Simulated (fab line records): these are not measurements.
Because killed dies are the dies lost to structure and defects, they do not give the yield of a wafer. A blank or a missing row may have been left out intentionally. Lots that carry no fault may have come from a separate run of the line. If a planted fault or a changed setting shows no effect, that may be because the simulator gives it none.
The tool behind it: which one? :: flow sfq-line :: 14 lots, 42 wafers sampled, at 2 steps of a route of 325

WHAT THE GAUGES SHOWED, per wafer
The record holds no reading of a measuring or inspecting step that can be judged against a usual standard deviation.

EACH LOT AND THE TOOL THAT RAN IT (in order: tool; ch and the chambers of the sampled wafers; start)
lot: L704
SFQ_TRILAYER_I2_DEP_PECVD_063: pecvd-04 ch 0,1,2, day 32 16:15
SFQ_TRILAYER_I2_CMP_CMP_064: cmp-02 ch 0,1,2, day 32 22:19

lot: L705
SFQ_TRILAYER_I2_DEP_PECVD_063: pecvd-03 ch 0,1, day 33 03:03
SFQ_TRILAYER_I2_CMP_CMP_064: cmp-02 ch 2,3, day 33 10:06

lot: L706
SFQ_TRILAYER_I2_DEP_PECVD_063: pecvd-02 ch 0,1, day 33 05:27
SFQ_TRILAYER_I2_CMP_CMP_064: cmp-02 ch 1,2,3, day 33 12:36

lot: L707
SFQ_TRILAYER_I2_DEP_PECVD_063: pecvd-03 ch 0,1,2, day 33 09:05
SFQ_TRILAYER_I2_CMP_CMP_064: cmp-02 ch 1,2,3, day 33 17:06

lot: L708
SFQ_TRILAYER_I2_DEP_PECVD_063: pecvd-04 ch 0,1, day 33 10:15
SFQ_TRILAYER_I2_CMP_CMP_064: cmp-01 ch 0,1, day 33 18:31

lot: L711
SFQ_TRILAYER_I2_DEP_PECVD_063: pecvd-04 ch 0,1, day 34 04:13
SFQ_TRILAYER_I2_CMP_CMP_064: cmp-01 ch 0,1,3, day 34 13:31

lot: L712
SFQ_TRILAYER_I2_DEP_PECVD_063: pecvd-03 ch 0,1, day 34 09:06
SFQ_TRILAYER_I2_CMP_CMP_064: cmp-02 ch 0,1,3, day 34 16:06

lot: L715
SFQ_TRILAYER_I2_DEP_PECVD_063: pecvd-03 ch 0,1,2, day 36 06:42
SFQ_TRILAYER_I2_CMP_CMP_064: cmp-02 ch 1,2,3, day 36 15:36

lot: L717
SFQ_TRILAYER_I2_DEP_PECVD_063: pecvd-03 ch 0,2, day 37 06:49
SFQ_TRILAYER_I2_CMP_CMP_064: cmp-02 ch 0,1,2, day 37 15:36

lot: L720
SFQ_TRILAYER_I2_DEP_PECVD_063: pecvd-02 ch 0,2, day 38 00:49
SFQ_TRILAYER_I2_CMP_CMP_064: cmp-02 ch 0,2, day 38 15:36

lot: L721
SFQ_TRILAYER_I2_DEP_PECVD_063: pecvd-04 ch 0,1,2, day 38 09:13
SFQ_TRILAYER_I2_CMP_CMP_064: cmp-01 ch 0,1, day 38 21:59

lot: L722
SFQ_TRILAYER_I2_DEP_PECVD_063: pecvd-03 ch 0,1,2, day 38 12:49
SFQ_TRILAYER_I2_CMP_CMP_064: cmp-02 ch 0,1,2, day 39 00:36

lot: L725
SFQ_TRILAYER_I2_DEP_PECVD_063: pecvd-04 ch 0,1,2, day 39 09:46
SFQ_TRILAYER_I2_CMP_CMP_064: cmp-02 ch 0,1,3, day 40 06:36

lot: L727
SFQ_TRILAYER_I2_DEP_PECVD_063: pecvd-02 ch 0,2, day 40 18:53
SFQ_TRILAYER_I2_CMP_CMP_064: cmp-02 ch 1,2, day 41 13:34
- SFQ_TRILAYER_I2_DEP_PECVD_063: deposits SiO2 from SiH4/N2O, time 111.11 s, target thk 500 nm.
- SFQ_TRILAYER_I2_CMP_CMP_064: polishes SiO2.

WHAT THE TOOLS THEMSELVES READ (means of the sampled wafers that have a number; where no wafer has one, the mark that the record gives instead)
SFQ_TRILAYER_I2_DEP_PECVD_063. Usual: chamber-pressure-Torr 2.399 Torr, standard deviation 0.0053; heater-power-outer-w 30 W, standard deviation 6.8; heater-power-w 82 W, standard deviation 9.2; run-length-s 138.9 s, standard deviation 0.38; throttle-valve-pct 24.8 %, standard deviation 1.2.
lot: L704
tool: pecvd-04
chamber-pressure-Torr (Torr): 2.398
heater-power-outer-w (W): 30
heater-power-w (W): 81
run-length-s (s): 138.7
throttle-valve-pct (%): 23.7
flag: 

lot: L705
tool: pecvd-03
chamber-pressure-Torr (Torr): 2.400
heater-power-outer-w (W): 32
heater-power-w (W): 88
run-length-s (s): 139.0
throttle-valve-pct (%): 25.5
flag: 

lot: L706
tool: pecvd-02
chamber-pressure-Torr (Torr): 2.402
heater-power-outer-w (W): 35
heater-power-w (W): 86
run-length-s (s): 138.4
throttle-valve-pct (%): 26.1
flag: 

lot: L707
tool: pecvd-03
chamber-pressure-Torr (Torr): 2.396
heater-power-outer-w (W): 30
heater-power-w (W): 85
run-length-s (s): 139.3
throttle-valve-pct (%): 24.6
flag: 

lot: L708
tool: pecvd-04
chamber-pressure-Torr (Torr): 2.405
heater-power-outer-w (W): 28
heater-power-w (W): 71
run-length-s (s): 138.8
throttle-valve-pct (%): 24.0
flag: 

lot: L711
tool: pecvd-04
chamber-pressure-Torr (Torr): 2.394
heater-power-outer-w (W): 26
heater-power-w (W): 68
run-length-s (s): 139.1
throttle-valve-pct (%): 24.0
flag: 

lot: L712
tool: pecvd-03
chamber-pressure-Torr (Torr): 2.400
heater-power-outer-w (W): 28
heater-power-w (W): 83
run-length-s (s): 138.9
throttle-valve-pct (%): 25.1
flag: 

lot: L715
tool: pecvd-03
chamber-pressure-Torr (Torr): 2.402
heater-power-outer-w (W): 34
heater-power-w (W): 90
run-length-s (s): 138.6
throttle-valve-pct (%): 24.8
flag: 

lot: L717
tool: pecvd-03
chamber-pressure-Torr (Torr): 2.401
heater-power-outer-w (W): 31
heater-power-w (W): 85
run-length-s (s): 131.1
throttle-valve-pct (%): 24.7
flag: OFF

lot: L720
tool: pecvd-02
chamber-pressure-Torr (Torr): 2.395
heater-power-outer-w (W): 30
heater-power-w (W): 79
run-length-s (s): 139.3
throttle-valve-pct (%): 25.4
flag: 

lot: L721
tool: pecvd-04
chamber-pressure-Torr (Torr): 2.400
heater-power-outer-w (W): 23
heater-power-w (W): 73
run-length-s (s): 138.9
throttle-valve-pct (%): 24.0
flag: 

lot: L722
tool: pecvd-03
chamber-pressure-Torr (Torr): 2.401
heater-power-outer-w (W): 30
heater-power-w (W): 83
run-length-s (s): 131.2
throttle-valve-pct (%): 24.9
flag: OFF

lot: L725
tool: pecvd-04
chamber-pressure-Torr (Torr): 2.401
heater-power-outer-w (W): 28
heater-power-w (W): 78
run-length-s (s): 138.8
throttle-valve-pct (%): 24.2
flag: 

lot: L727
tool: pecvd-02
chamber-pressure-Torr (Torr): 2.392
heater-power-outer-w (W): 27
heater-power-w (W): 79
run-length-s (s): 139.1
throttle-valve-pct (%): 25.9
flag: 

SFQ_TRILAYER_I2_CMP_CMP_064. Usual: edge-zone-pressure-frac 0.999, standard deviation 0.0047; motor-current-A 10.7 A, standard deviation 0.94; time-to-endpoint-s 220 s, standard deviation 7.2.
lot: L704
tool: cmp-02
edge-zone-pressure-frac: 0.998
motor-current-A (A): 10.5
time-to-endpoint-s (s): 216
flag: 

lot: L705
tool: cmp-02
edge-zone-pressure-frac: 1.000
motor-current-A (A): 11.2
time-to-endpoint-s (s): 221
flag: 

lot: L706
tool: cmp-02
edge-zone-pressure-frac: 0.999
motor-current-A (A): 10.7
time-to-endpoint-s (s): 217
flag: 

lot: L707
tool: cmp-02
edge-zone-pressure-frac: 0.998
motor-current-A (A): 10.8
time-to-endpoint-s (s): 220
flag: 

lot: L708
tool: cmp-01
edge-zone-pressure-frac: 1.004
motor-current-A (A): 10.4
time-to-endpoint-s (s): 225
flag: 

lot: L711
tool: cmp-01
edge-zone-pressure-frac: 0.999
motor-current-A (A): 11.2
time-to-endpoint-s (s): 224
flag: 

lot: L712
tool: cmp-02
edge-zone-pressure-frac: 1.003
motor-current-A (A): 10.9
time-to-endpoint-s (s): 218
flag: 

lot: L715
tool: cmp-02
edge-zone-pressure-frac: 0.995
motor-current-A (A): 10.9
time-to-endpoint-s (s): 224
flag: 

lot: L717
tool: cmp-02
edge-zone-pressure-frac: 0.999
motor-current-A (A): 10.7
time-to-endpoint-s (s): 186
flag: OFF

lot: L720
tool: cmp-02
edge-zone-pressure-frac: 1.003
motor-current-A (A): 11.1
time-to-endpoint-s (s): 223
flag: 

lot: L721
tool: cmp-01
edge-zone-pressure-frac: 0.997
motor-current-A (A): 11.4
time-to-endpoint-s (s): 230
flag: 

lot: L722
tool: cmp-02
edge-zone-pressure-frac: 1.000
motor-current-A (A): 10.4
time-to-endpoint-s (s): 189
flag: OFF

lot: L725
tool: cmp-02
edge-zone-pressure-frac: 0.999
motor-current-A (A): 10.7
time-to-endpoint-s (s): 215
flag: 

lot: L727
tool: cmp-02
edge-zone-pressure-frac: 1.000
motor-current-A (A): 10.2
time-to-endpoint-s (s): 211
flag: 

THE ANSWER, worked out from the rows above alone
Rule: lot off if the mean of its wafers having a number is beyond 3 standard deviations from the usual mean. A lot without any number at a reading at which 4 lots or more have one is off too. All remaining lots with rows at the step are treated as sound. The gauges are gone through in route order, then the tools' own readings, and for those a lot's mean is taken as printed above. The first step at which some lot is off is used, and at that step the reading that is off furthest; a lot without a number counts as furthest.
Off, at SFQ_TRILAYER_I2_DEP_PECVD_063 on run-length-s: L717, L722.
If a tool, at that step or one of the process steps before it, ran each lot that is off and ran no sound lot following the first of them, it fits. One fits: SFQ_TRILAYER_I2_DEP_PECVD_063 on pecvd-03. A fault onset in the window from L715 (day 36 06:42, its last sound lot) to L717 (day 37 06:49, its first lot off) fits.
The tool's own readings at SFQ_TRILAYER_I2_DEP_PECVD_063 bear it out: on the lots that are off they differ by more than 5 times the standard deviation of the sound lots' means. run-length-s reads 131.1 s there against 138.9 s on the sound lots.

WHAT THE SIMULATOR PUT IN
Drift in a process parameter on pecvd-03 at SFQ_TRILAYER_I2_DEP_PECVD_063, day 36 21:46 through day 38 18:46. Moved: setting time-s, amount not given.
Struck lots among those shown: L717, L722. The same result came from the rule above.
